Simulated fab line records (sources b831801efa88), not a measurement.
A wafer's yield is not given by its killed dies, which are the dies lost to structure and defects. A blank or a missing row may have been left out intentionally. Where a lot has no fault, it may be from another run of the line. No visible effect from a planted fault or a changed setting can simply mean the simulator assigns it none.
fab line records | flow sky130
[record] lots = 6 | wafers = 18 | lastDay = 49
route steps=708 shown VIA1@460 PAD_OPEN@708
lots that met no fault: taken from a fault-free run of the same line
startH: the number of hours between the record's first day and the start of the first shown wafer of the lot | waitH: hours elapsed since this lot's preceding step | " the same as in the row above | L1.1+2: several wafers, shown together as one row | - no value, or no start given | * or withheld: withheld | < > ~ a bound
route shown NAME@n: names a module that has steps shown in the file, with the first one's number in the route | usual: average and standard deviation across the fault-free wafers | same: alike in all rows | chamber/n: place in a boat | sites: each site's reading | _std_site: the standard deviation of these | _edge_site: mean of outer sites minus mean of inner sites | radiusMm: for every site, how far away it sits from the centre of the wafer | mask NAME#n: copy n | behind: the tool/chamber that last shaped the wafer | hold: what put the lot on hold/how long, in hours/how the hold closed | device: whichever transistor did not switch (one of n, p or np) | end of line: at the end of the route, the tests of the same wafers | for a step that has no rows: nothing shown but its recipe | killed: dies that structure and defects cost at the first sort, which is not the same as the wafer's yield | map: shows each die of a wafer: x if killed, . if not, _ if none is there
set.NAME: the run value of the setting; set.NAME@STEP: its run value at that earlier step | model.NAME: the simulator's own value behind a step, which no gauge read
lots at selected steps of the route; one table per step, one row per wafer
services: when a tool's chamber went out of use (startH, in hours from the record's first day, below 0 if earlier), for how many hours, and the reason
[[steps]]
[step SKY_VIA1_CMP_02]
[recipe] material = SiO2 | downForcePsi = 4 | platenRpm = 60 | padVelocityMS = 0.94248
[usual] motorCurrentA = 12.0/1.1
lot.wafer | tool   | chamber | startH | waitH | motorCurrentA
L147.2    | cmp-02 | 1       | 798.16 | 0.1   | 11.9
L147.3    | "      | 3       | "      | "     | 11.9
L147.5    | "      | 0       | "      | "     | 10.7
L148.3    | cmp-01 | 2       | 802.36 | 0.0   | 10.0
L148.2    | "      | 3       | "      | "     | 13.8
L148.1    | "      | 0       | "      | "     | 11.1
L149.3    | cmp-01 | 3       | 805.28 | 0.1   | 12.9
L149.4    | "      | 0       | "      | "     | 11.2
L149.1    | "      | 1       | "      | "     | 13.1
L159.2    | cmp-01 | 1       | 875.32 | 0.1   | 13.2
L159.3    | "      | 2       | "      | "     | 11.2
L159.6    | "      | 3       | "      | "     | 12.5
L161.2    | cmp-02 | 1       | 885.25 | 0.0   | 12.0
L161.1    | "      | 0       | "      | "     | 10.1
L161.6    | "      | 2       | "      | "     | 12.1
L163.2    | cmp-01 | 2       | 909.34 | 0.1   | 10.7
L163.4    | "      | 3       | "      | "     | 13.3
L163.1    | "      | 0       | "      | "     | 10.9
[step SKY_VIA1_BOW_MEAS_03]
[recipe] mode = bow
[usual] VIA1_BOW = 80/7.9
lot.wafer | tool         | chamber | startH | waitH | VIA1_BOW[um]
L147.2    | filmMetro-03 | -       | 798.43 | 0.2   | 77
L147.3    | "            | -       | "      | "     | 79
L147.5    | "            | -       | "      | "     | 83
L148.1    | filmMetro-01 | -       | 802.66 | 0.1   | 104
L148.2    | "            | -       | "      | "     | 78
L148.3    | "            | -       | "      | "     | 94
L149.1    | filmMetro-01 | -       | 805.53 | 0.1   | 82
L149.3    | "            | -       | "      | "     | 90
L149.4    | "            | -       | "      | "     | 85
L159.2    | filmMetro-03 | -       | 875.54 | 0.2   | 76
L159.3    | "            | -       | "      | "     | 75
L159.6    | "            | -       | "      | "     | 88
L161.1    | filmMetro-04 | -       | 885.55 | 0.1   | 79
L161.2    | "            | -       | "      | "     | 78
L161.6    | "            | -       | "      | "     | 95
L163.1    | filmMetro-03 | -       | 909.59 | 0.1   | 89
L163.2    | "            | -       | "      | "     | 91
L163.4    | "            | -       | "      | "     | 84
[step SKY_VIA1_DEHYDRATE_04]
[recipe] tempC = 200 | timeS = 60
[step SKY_VIA1_HMDS_05]
[recipe] primeTimeS = 60 | primeTempC = 120
[step SKY_VIA1_COAT_06]
[recipe] resist = BARC | tempC = withheld | timeS = withheld | spinRpm = 3000 | resistThkNm = 60
[step SKY_VIA1_COAT_07]
[recipe] resist = KrF-thick | spinRpm = 3000 | resistThkNm = 450
[step SKY_VIA1_SOFTBAKE_08]
[recipe] tempC = 100 | timeS = 94.36 | resist = KrF-thick
[usual] plateSensorTCentreC = 100.88/0.01 | plateSensorTEdgeC = 100.96/0.0098 | resistLineTempC = 22.98/0.11
lot.wafer | tool          | chamber | startH | waitH | plateSensorTCentreC | plateSensorTEdgeC | resistLineTempC
L147.2    | lithoTrack-04 | 0       | -      | -     | 100.90              | 100.97            | 23.10
L147.3    | "             | 0       | "      | "     | 100.89              | 100.95            | 22.97
L147.5    | "             | 0       | "      | "     | 100.89              | 100.96            | 22.89
L148.1    | lithoTrack-03 | 0       | -      | -     | 100.87              | 100.96            | 22.84
L148.2    | "             | 0       | "      | "     | 100.87              | 100.96            | 23.00
L148.3    | "             | 0       | "      | "     | 100.87              | 100.95            | 22.88
L149.1    | lithoTrack-04 | 0       | -      | -     | 100.89              | 100.96            | 22.91
L149.3    | "             | 0       | "      | "     | 100.86              | 100.95            | 22.88
L149.4    | "             | 0       | "      | "     | 100.89              | 100.95            | 22.90
L159.2    | lithoTrack-03 | 0       | -      | -     | 100.87              | 100.95            | 22.72
L159.3    | "             | 0       | "      | "     | 100.88              | 100.96            | 22.89
L159.6    | "             | 0       | "      | "     | 100.89              | 100.95            | 23.01
L161.1    | lithoTrack-03 | 0       | -      | -     | 100.86              | 100.97            | 23.05
L161.2    | "             | 0       | "      | "     | 100.89              | 100.93            | 22.95
L161.6    | "             | 0       | "      | "     | 100.89              | 100.95            | 23.04
L163.1    | lithoTrack-03 | 0       | -      | -     | 100.86              | 100.94            | 22.93
L163.2    | "             | 0       | "      | "     | 100.88              | 100.96            | 23.02
L163.4    | "             | 0       | "      | "     | 100.89              | 100.96            | 23.02
[step SKY_VIA1_EXPOSE_09]
[recipe] maskId = VIM | na = 0.8 | sourceShape = annular | sigmaInner = 0.55 | sigmaOuter = 0.85 | targetCdNm = 150 | doseMj = 38
[step SKY_VIA1_PEB_10]
[recipe] pebTempC = withheld | pebTimeS = withheld | resist = KrF-thick
[step SKY_VIA1_DEVELOP_11]
[recipe] developTimeS = 60 | resist = KrF-thick | devTempC = 21
[step SKY_VIA1_CD_MEAS_12]
[recipe] targetCdNm = 150
[usual] cdNm = 150.6/1.5
lot.wafer | tool     | chamber | startH | waitH | cdNm
L147.2    | cdSem-02 | -       | 825.68 | -     | 148.9
L147.3    | "        | -       | "      | "     | 147.9
L147.5    | "        | -       | "      | "     | 148.4
L148.1    | cdSem-01 | -       | 829.03 | -     | 152.2
L148.2    | "        | -       | "      | "     | 152.6
L148.3    | "        | -       | "      | "     | 154.4
L149.1    | cdSem-01 | -       | 831.53 | -     | 150.2
L149.3    | "        | -       | "      | "     | 151.7
L149.4    | "        | -       | "      | "     | 150.9
L159.2    | cdSem-02 | -       | 900.75 | -     | 152.7
L159.3    | "        | -       | "      | "     | 153.7
L159.6    | "        | -       | "      | "     | 152.8
L161.1    | cdSem-02 | -       | 910.66 | -     | 150.4
L161.2    | "        | -       | "      | "     | 151.7
L161.6    | "        | -       | "      | "     | 150.1
L163.1    | cdSem-01 | -       | 933.88 | -     | 151.3
L163.2    | "        | -       | "      | "     | 150.2
L163.4    | "        | -       | "      | "     | 150.4
[step SKY_VIA1_OVL_MEAS_13]
[usual] VIA1_OVL = -1/6.2
lot.wafer | tool       | chamber | startH | waitH | VIA1_OVL[nm]
L147.2    | overlay-01 | -       | 825.78 | 0.1   | -2
L147.3    | "          | -       | "      | "     | 1
L147.5    | "          | -       | "      | "     | 2
L148.1    | overlay-01 | -       | 829.15 | 0.1   | 2
L148.2    | "          | -       | "      | "     | -2
L148.3    | "          | -       | "      | "     | -1
L149.1    | overlay-02 | -       | 831.65 | 0.1   | -10
L149.3    | "          | -       | "      | "     | -7
L149.4    | "          | -       | "      | "     | -10
L159.2    | overlay-02 | -       | 900.86 | 0.1   | -15
L159.3    | "          | -       | "      | "     | -6
L159.6    | "          | -       | "      | "     | -4
L161.1    | overlay-02 | -       | 910.78 | 0.1   | -12
L161.2    | "          | -       | "      | "     | -6
L161.6    | "          | -       | "      | "     | -4
L163.1    | overlay-02 | -       | 934.00 | 0.1   | -2
L163.2    | "          | -       | "      | "     | -7
L163.4    | "          | -       | "      | "     | -5
[step SKY_VIA1_ETCH_14]
[recipe] chemistry = N2/H2 | target = BARC | ionEnergyEv = 200 | sourceW = 500 | biasW = 100 | pressureMtorr = 30 | n2FlowSccm = 100 | h2FlowSccm = 200 | stopOn = SiO2 | timeS = 45.9 | targetDepthA = 600
[usual] drypumpMotorCurrentA = 5.7/0.4 | oesProductAu = 0.854/0.0043 | runLengthS = 74.3/0.41 | throttleValvePct = 13.225/0.0087
lot.wafer | tool       | chamber | startH | waitH | drypumpMotorCurrentA | oesProductAu | rfHoursCounterH | runLengthS | throttleValvePct
L147.2    | rieDiel-01 | 0       | 825.81 | 0.0   | 5.4                  | 0.852        | 7               | 73.9       | 13.237
L147.3    | "          | 2       | "      | "     | 5.2                  | 0.848        | 13              | 74.3       | 13.236
L147.5    | "          | 1       | "      | "     | 6.4                  | 0.861        | -               | 73.8       | 13.227
L148.1    | rieDiel-01 | 2       | 829.19 | 0.0   | 5.2                  | 0.840        | 13              | 76.1       | 13.222
L148.2    | "          | 0       | "      | "     | 5.4                  | 0.860        | 7               | 74.5       | 13.219
L148.3    | "          | 3       | "      | "     | 5.6                  | 0.864        | 19              | 75.1       | 13.231
L149.1    | rieDiel-01 | 1       | 831.69 | 0.0   | 6.4                  | 0.853        | 1               | 73.9       | 13.210
L149.3    | "          | 3       | "      | "     | 5.6                  | 0.857        | 19              | 75.2       | 13.231
L149.4    | "          | 2       | "      | "     | 5.2                  | 0.842        | 13              | 76.2       | 13.231
L159.2    | rieDiel-04 | 3       | 900.89 | 0.0   | 6.1                  | 0.855        | 10              | 74.2       | 13.213
L159.3    | "          | 0       | "      | "     | 6.3                  | 0.856        | 15              | 73.8       | 13.218
L159.6    | "          | 1       | "      | "     | 6.0                  | 0.853        | -               | 74.2       | 13.227
L161.1    | rieDiel-04 | 2       | 910.81 | 0.0   | 5.7                  | 0.854        | 20              | 74.3       | 13.233
L161.2    | "          | 1       | "      | "     | 6.0                  | 0.859        | 6               | 74.8       | 13.219
L161.6    | "          | 3       | "      | "     | 6.1                  | 0.852        | -               | 74.3       | 13.227
L163.1    | rieDiel-03 | 3       | 934.04 | 0.0   | 5.7                  | 0.858        | 11              | 74.1       | 13.207
L163.2    | "          | 1       | "      | "     | 5.1                  | 0.861        | 18              | 74.1       | 13.226
L163.4    | "          | 2       | "      | "     | 5.9                  | 0.854        | 9               | 74.4       | 13.241
[step SKY_VIA1_ETCH_15]
[recipe] target = SiO2 | chemistry = C4F8/O2/Ar | targetDepthNm = 351 | stopOn = TiN | maskMaterial = KrF-thick | sourceW = 1500 | biasW = 1200 | pressureMtorr = 40 | c4f8FlowSccm = withheld | O2_flow_sccm = 6 | Ar_flow_sccm = 300 | timeS = 54
[usual] oesProductAu = 0.981/0.0058 | runLengthS = 82.4/0.39
lot.wafer | tool       | chamber | startH | waitH | oesProductAu | rfHoursCounterH | runLengthS
L147.2    | rieDiel-01 | 0       | 825.86 | 0.0   | 0.977        | 7               | 82.3
L147.3    | "          | 2       | "      | "     | 0.974        | 13              | 83.0
L147.5    | "          | 1       | "      | "     | 0.977        | -               | 81.9
L148.1    | rieDiel-01 | 2       | 829.23 | 0.0   | 0.972        | 13              | 83.4
L148.2    | "          | 0       | "      | "     | 0.974        | 7               | 82.2
L148.3    | "          | 3       | "      | "     | 0.975        | 19              | 83.2
L149.1    | rieDiel-01 | 1       | 831.73 | 0.0   | 0.976        | 1               | 81.8
L149.3    | "          | 3       | "      | "     | 0.986        | 19              | 83.1
L149.4    | "          | 2       | "      | "     | 0.973        | 13              | 82.9
L159.2    | rieDiel-04 | 3       | 900.93 | 0.0   | 0.978        | 10              | 82.5
L159.3    | "          | 0       | "      | "     | 0.988        | 15              | 82.0
L159.6    | "          | 1       | "      | "     | 0.988        | -               | 82.3
L161.1    | rieDiel-04 | 2       | 910.86 | 0.0   | 0.972        | 20              | 82.1
L161.2    | "          | 1       | "      | "     | 0.981        | 6               | 82.1
L161.6    | "          | 3       | "      | "     | 0.981        | -               | 82.5
L163.1    | rieDiel-03 | 3       | 934.08 | 0.0   | 0.982        | 11              | 82.8
L163.2    | "          | 1       | "      | "     | 0.986        | 18              | 82.3
L163.4    | "          | 2       | "      | "     | 0.994        | 9               | 82.3
[step SKY_PAD_OPEN_PROBE_99]
[usual] defectLimitedYield = 82.2/1.9 | killed_at_M0_to_M3 = 44/6.8 | killed_at_M4_up = 3.1/1.8 | killedAtContacts = 25/5.2 | killedAtFrontEnd = 15/4.1 | killedAtOther = 0.3/0.62 | killedDies = 88/9.4 | killedOpen = 48/7.1 | killedShort = 40/6.1 | sort_bin_3_pad_short = 0.9/0.38 | sort_bin_5_function = 10.5/1.5 | sort_bin_6_memory = 6.5/1.2 | sort_bin_8_speed = 0.5/0.95 | sortNPass = 402/10 | sortYieldPct = 81.6/2
[same] grossDies = 492 | killedAtBackSide = 0 | sort_bin_4_leakage[%] = 0
lot.wafer | tool      | chamber | startH  | waitH | defectLimitedYield[%] | killed_at_M0_to_M3 | killed_at_M4_up | killedAtContacts | killedAtFrontEnd | killedAtOther | killedDies | killedOpen | killedShort | sort_bin_3_pad_short[%] | sort_bin_5_function[%] | sort_bin_6_memory[%] | sort_bin_8_speed[%] | sortNPass | sortYieldPct[%]
L149.1    | prober-02 | -       | 1106.18 | 0.1   | 83.7                  | 39                 | 5               | 22               | 14               | 0             | 80         | 42         | 38          | 0.6                     | 9.3                    | 6.3                  | 0                   | 412       | 83.7
L149.3    | prober-02 | -       | 1106.28 | 0.2   | 80.5                  | 50                 | 4               | 28               | 14               | 0             | 96         | 60         | 36          | 1.0                     | 12.0                   | 6.5                  | 0.2                 | 395       | 80.3
L149.4    | prober-02 | -       | 1106.33 | 0.2   | 82.9                  | 46                 | 5               | 23               | 9                | 1             | 84         | 43         | 41          | 0.4                     | 10.6                   | 6.1                  | 0                   | 408       | 82.9
L159.2    | prober-02 | -       | 1158.03 | 0.1   | 82.7                  | 44                 | 1               | 27               | 10               | 3             | 85         | 43         | 39          | 1.2                     | 9.8                    | 6.3                  | 0.4                 | 405       | 82.3
L159.3    | prober-02 | -       | 1158.08 | 0.2   | 83.1                  | 37                 | 4               | 27               | 15               | 0             | 83         | 41         | 42          | 0.6                     | 10.4                   | 5.9                  | 0.2                 | 408       | 82.9
L159.6    | prober-02 | -       | 1158.23 | 0.2   | 83.9                  | 26                 | 3               | 24               | 25               | 1             | 79         | 35         | 44          | 0.4                     | 9.6                    | 6.1                  | 0                   | 413       | 83.9
L161.1    | prober-02 | -       | 1165.38 | 0.1   | 78.9                  | 62                 | 3               | 23               | 16               | 0             | 104        | 54         | 50          | 0.4                     | 12.8                   | 7.9                  | 0                   | 388       | 78.9
L161.2    | prober-02 | -       | 1165.43 | 0.1   | 83.3                  | 35                 | 3               | 27               | 17               | 0             | 82         | 38         | 44          | 1.4                     | 6.7                    | 8.5                  | 0                   | 410       | 83.3
L161.6    | prober-02 | -       | 1165.63 | 0.2   | 80.1                  | 56                 | 1               | 22               | 19               | 0             | 98         | 53         | 45          | 0.6                     | 12.4                   | 6.9                  | 0                   | 394       | 80.1
// killed by level:class
L149.1 VIA1:geometricParticle:open=7 VIA3:geometricParticle:open=7 LI_CONTACT:geometricParticle:open=6 CONTACT:geometricParticle:short=6 LOCAL_INTERCONNECT:geometricParticle:short=6 VIA1:geometricParticle:short=6 METAL1:geometricParticle:short=5 METAL2:geometricParticle:short=5
L149.3 CONTACT:geometricParticle:open=12 VIA3:geometricParticle:open=11 VIA1:geometricParticle:open=10 VIA2:geometricParticle:open=10 VIA1:geometricParticle:short=8 FIELD_ISO:geometricParticle:short=5 LOCAL_INTERCONNECT:geometricParticle:short=5 FIELD_ISO:geometricParticle:open=4
L149.4 VIA1:geometricParticle:open=10 CONTACT:geometricParticle:open=8 METAL2:geometricParticle:short=7 LI_CONTACT:geometricParticle:open=6 METAL1:geometricParticle:short=6 METAL4:geometricParticle:short=5 VIA1:geometricParticle:short=5 VIA3:geometricParticle:open=5
L159.2 LI_CONTACT:geometricParticle:open=8 VIA1:geometricParticle:open=8 METAL1:geometricParticle:short=6 LI_CONTACT:geometricParticle:short=6 VIA1:geometricParticle:short=5 LOCAL_INTERCONNECT:geometricParticle:short=5 CONTACT:geometricParticle:open=5 VIA2:geometricParticle:open=5
L159.3 CONTACT:geometricParticle:short=11 VIA2:geometricParticle:open=10 LI_CONTACT:geometricParticle:open=8 CONTACT:geometricParticle:open=5 VIA3:geometricParticle:open=5 METAL3:geometricParticle:short=5 POLY_GATE:geometricParticle:short=4 METAL1:geometricParticle:short=4
L159.6 FIELD_ISO:geometricParticle:short=8 VIA3:geometricParticle:open=6 POLY_GATE:geometricParticle:short=5 LI_CONTACT:geometricParticle:short=5 LOCAL_INTERCONNECT:geometricParticle:short=5 CONTACT:geometricParticle:open=5 METAL1:geometricParticle:short=5 FIELD_ISO:geometricParticle:open=4
L161.1 CONTACT:geometricParticle:open=15 VIA1:geometricParticle:open=14 METAL1:geometricParticle:short=10 VIA1:geometricParticle:short=8 VIA3:geometricParticle:open=8 POLY_GATE:geometricParticle:short=6 VIA2:geometricParticle:open=6 METAL3:geometricParticle:short=6
L161.2 LI_CONTACT:geometricParticle:open=8 CONTACT:geometricParticle:open=8 VIA1:geometricParticle:open=8 METAL1:geometricParticle:short=7 LOCAL_INTERCONNECT:geometricParticle:short=6 POLY_GATE:geometricParticle:open=4 POLY_GATE:geometricParticle:short=4 METAL2:geometricParticle:short=4
L161.6 VIA1:geometricParticle:open=16 METAL2:geometricParticle:short=8 VIA1:geometricParticle:short=7 VIA2:geometricParticle:open=7 VIA3:geometricParticle:open=7 LI_CONTACT:geometricParticle:short=6 LI_CONTACT:geometricParticle:open=6 CONTACT:geometricParticle:open=5
[[services]]
tool          | chamber | startH | hours | kind
rieDiel-04    | 1       | 779.80 | 6.4   | repair
rieDiel-01    | 1       | 797.46 | 1.7   | repair
rieDiel-04    | 2       | 799.34 | 2.8   | repair
rieDiel-01    | 3       | 808.18 | 6.1   | repair
cmp-01        | -       | 819.02 | 3.5   | pm
rieDiel-04    | -       | 840.68 | 1.1   | repair
rieDiel-01    | 1       | 843.35 | 7.5   | repair
rieDiel-01    | 0       | 846.48 | 5.1   | repair
lithoTrack-04 | -       | 862.95 | -     | consumableReplace:filter
rieDiel-03    | 1       | 896.82 | 5.1   | repair
cmp-02        | -       | 905.69 | 4.5   | repair
rieDiel-03    | -       | 906.31 | 2.8   | pm
rieDiel-04    | 0       | 909.98 | 1.7   | repair
cmp-02        | -       | 912.99 | 1.0   | repair
cmp-02        | -       | 916.56 | 3.2   | repair
cmp-01        | -       | 918.87 | 0.9   | repair
cmp-02        | -       | 921.58 | 4.0   | pm
cmp-02        | -       | 925.58 | -     | consumableReplace:conditioner
cmp-02        | -       | 925.58 | -     | consumableReplace:pad
[[key]]
[firstSign] step = SKY_VIA1_ETCH_14 | reading = runLengthS | direction = up | sigmas = 4.4 | usual = * | struck = *
[effect] step = SKY_VIA1_ETCH_14 | reading = oesProductAu | direction = down | sigmas = 3.2 | usual = 0.854 | struck = 0.841
metAt SKY_VIA1_ETCH_14
struckWafers L148.1,L149.4
onsetBetween 825.81 829.19
[fault] kind = processParameterDrift | tool = rieDiel-01 | chamber = 2 | onsetH = 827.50 | steps = SKY_VIA1_ETCH_14 | channel = timeS | offset = * | shape = step | endH = 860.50 | actsIn = * | stated = *
